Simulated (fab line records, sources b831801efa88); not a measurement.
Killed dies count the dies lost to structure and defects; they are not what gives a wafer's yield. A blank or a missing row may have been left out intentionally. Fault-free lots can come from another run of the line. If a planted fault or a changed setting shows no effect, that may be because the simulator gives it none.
The same fault as seen by 2 desks | flow sky130 | what lay behind the numbers comes last; until then each desk has only its own

== DESK OF THE TOOL OWNER: plasma-asher-04 ==
The tool's own readings at SKY_VT_ADJUST_HVTP_STRIP_10 (strips in O2/N2): means of the sampled wafers that have a number, for each lot that ran on this tool. A lot is out of limits, marked OUT, if its mean lies more than 4 standard deviations from the usual mean; the brackets give that distance.
Columns: A = drypump-motor-current-A at SKY_VT_ADJUST_HVTP_STRIP_10, usual 5.5 A; B = oes-product-au at SKY_VT_ADJUST_HVTP_STRIP_10, usual 0.716 a.u.; C = strip-time-to-endpoint-s at SKY_VT_ADJUST_HVTP_STRIP_10, usual 14.19 s
lot  | first seen here | A   | B               | C
L812 | day 6 04:46     | 6.1 | 0.716           | 14.17
L814 | day 6 18:06     | 5.8 | 0.715           | 14.17
L823 | day 8 19:03     | 5.8 | 0.713           | 14.13
L824 | day 9 10:52     | 6.0 | 0.933 (+48) OUT | -
L833 | day 11 20:15    | 5.8 | 0.723           | 14.25
L834 | day 12 02:16    | 5.8 | 0.710           | 14.19
This desk finds L824 out of limits, L824 being first, at day 9 10:52 (oes-product-au at SKY_VT_ADJUST_HVTP_STRIP_10). L812, L814, L823, L833, L834: within limits.

== AT THE METROLOGY DESK ==
What the gauges read, lot by lot, whatever tool the lot ran on: means of the sampled wafers that have a number. A lot is out of limits, marked OUT, if its mean lies more than 4 standard deviations from the usual mean; the brackets give that distance.
Columns: A = VT_ADJUST_LVTN_TW at SKY_VT_ADJUST_LVTN_TW_MEAS_10, usual 240.5; B = SD_P_OVL at SKY_SD_P_OVL_MEAS_08, usual 1.0 nm; C = SD_N_OVL at SKY_SD_N_OVL_MEAS_08, usual 1.5 nm; D = SD_N_TW at SKY_SD_N_TW_MEAS_12, usual 3968
lot  | first seen here | A                      | B    | C    | D
L812 | day 7 00:00     | 240.6                  | 1.1  | -0.2 | 3940
L813 | day 7 06:40     | 241.5                  | 1.6  | 0.9  | 3987
L814 | day 7 14:07     | 241.2                  | 1.7  | 1.9  | 3973
L816 | day 8 03:14     | 239.5                  | 0.2  | 0.1  | 3992
L819 | day 8 20:37     | 241.4                  | 0.6  | -0.0 | 3967
L820 | day 9 03:51     | 240.7                  | 2.9  | 1.7  | 3944
L823 | day 9 16:16     | 241.0                  | 0.3  | 3.7  | 3934
L824 | day 10 09:17    | 30.1 (-99 or more) OUT | 0.8  | 2.2  | 3975
L825 | day 10 15:55    | 239.5                  | 1.3  | 3.0  | 3967
L832 | day 12 15:13    | 240.5                  | 1.7  | 0.2  | 3964
L833 | day 12 21:49    | 239.8                  | -0.1 | 2.0  | 3953
L834 | day 13 03:00    | 240.0                  | 2.0  | 1.1  | 3950
L835 | day 13 05:18    | 243.2                  | 0.6  | 2.6  | 3989
This desk reports L824 out of limits; the earliest was L824 at day 10 09:17 (VT_ADJUST_LVTN_TW at SKY_VT_ADJUST_LVTN_TW_MEAS_10). L812, L813, L814, L816, L819, L820, L823, L825, L832, L833, L834, L835: within limits.

== BROUGHT TOGETHER ==
On L824, at day 9 10:52, an alarm was possible from the tool owner's desk.
L824 would have let the metrology desk raise an alarm at day 10 09:17.
All the named lots went through SKY_VT_ADJUST_HVTP_STRIP_10 on plasma-asher-04.

== WHAT WAS PUT IN BY THE SIMULATOR ==
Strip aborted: plasma-asher-04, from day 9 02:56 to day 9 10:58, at SKY_VT_ADJUST_HVTP_STRIP_10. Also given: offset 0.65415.
Struck lots among those shown: L824.
Fault start to first reading out of limits, in hours, per desk: tool owner, 8; metrology, 30.
